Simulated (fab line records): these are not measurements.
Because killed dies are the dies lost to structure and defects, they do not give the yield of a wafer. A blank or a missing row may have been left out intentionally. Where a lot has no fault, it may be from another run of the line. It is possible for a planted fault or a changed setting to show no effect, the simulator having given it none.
Matching of chambers	flow sky130	SKY_SONOS_ONO_ETCH_15 on rie_diel-03: 3 sister chambers
The step etches the open film in CHF3/O2, target depth 19.52 nm, time 7.8 s. 3 wafers are shown with their chamber, then 4 later ones without.

WAFERS WITH THEIR CHAMBER
wafer	chamber	drypump_motor_current_A (A)
L517.2	0	5.2
L520.2	1	4.8
L520.5	3	6.5

WAFERS WITHOUT THEIR CHAMBER
wafer	drypump_motor_current_A (A)
L521.3	6.4
L521.6	6.4
L526.1	4.8
L526.4	4.8

EACH ONE'S CHAMBER
wafer	from the rows above	in truth
L521.3	3	3
L521.6	3	3
L526.1	1	1
L526.4	1	1
Correctly placed: 4 of 4. Can't be placed from these rows: 0. 0 placed wrongly.
How it was worked out, from the rows above alone: a wafer's distance from a chamber is the root of the sum, over the readings, of the square of ((its reading less the chamber's mean) divided by the reading's scatter). The wafer belongs to the nearest chamber; if the next one is less than 2 further off, it can't be placed. For every chamber, the mean is computed from those of its wafers that are shown. The scatter (one wafer shown for each chamber): square how far every hidden wafer sits from the nearest shown wafer, average those squares and take the square root.
